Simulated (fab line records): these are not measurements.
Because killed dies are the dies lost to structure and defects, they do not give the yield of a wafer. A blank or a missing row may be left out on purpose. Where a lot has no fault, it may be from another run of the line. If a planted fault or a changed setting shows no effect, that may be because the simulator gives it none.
Chamber matching | flow sky130 | 3 sister chambers for SKY_FIELD_ISO_CMP_27 on cmp-02
The step polishes, stops on Si3N4, t overpolish 16 s, target thk 457.8 nm. 6 wafers are shown with their chamber, then 4 later ones without.

== WAFERS WITH THEIR CHAMBER ==
wafer  | chamber | motor-current-A (A) | time-to-endpoint-s (s)
L144.5 | 3       | 11.5                | 109
L151.1 | 0       | 10.0                | 113
L151.3 | 3       | 10.7                | 110
L151.6 | 1       | 11.7                | 108
L152.2 | 0       | 10.3                | 114
L152.3 | 1       | 11.9                | 105

== WAFERS WITHOUT THEIR CHAMBER ==
wafer  | motor-current-A (A) | time-to-endpoint-s (s)
L152.6 | 12.1                | 104
L156.2 | 12.9                | 100
L156.3 | 10.8                | 111
L158.4 | 11.8                | 105

== WHICH CHAMBER EACH ONE RAN IN ==
wafer  | from the rows above     | in truth
L152.6 | 1                       | 1
L156.2 | 1                       | 1
L156.3 | can't be placed: 3 or 0 | 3
L158.4 | 1                       | 1
3 of 4 placed correctly. These rows do not allow placing 1 (true chamber among the candidates in 1). Wrongly placed: 0.
How it was worked out, from the rows above alone: a wafer's distance from a chamber is the root of the sum, over the readings, of the square of ((its reading less the chamber's mean) divided by the reading's scatter). If the next closest chamber is less than 2 further off than the closest, the wafer can't be placed; otherwise it belongs to the closest. For every chamber, the mean is computed from those of its wafers that are shown. The scatter: the root of (the sum of the squares of (reading less its chamber's mean) over the shown wafers, divided by (wafers less chambers)).
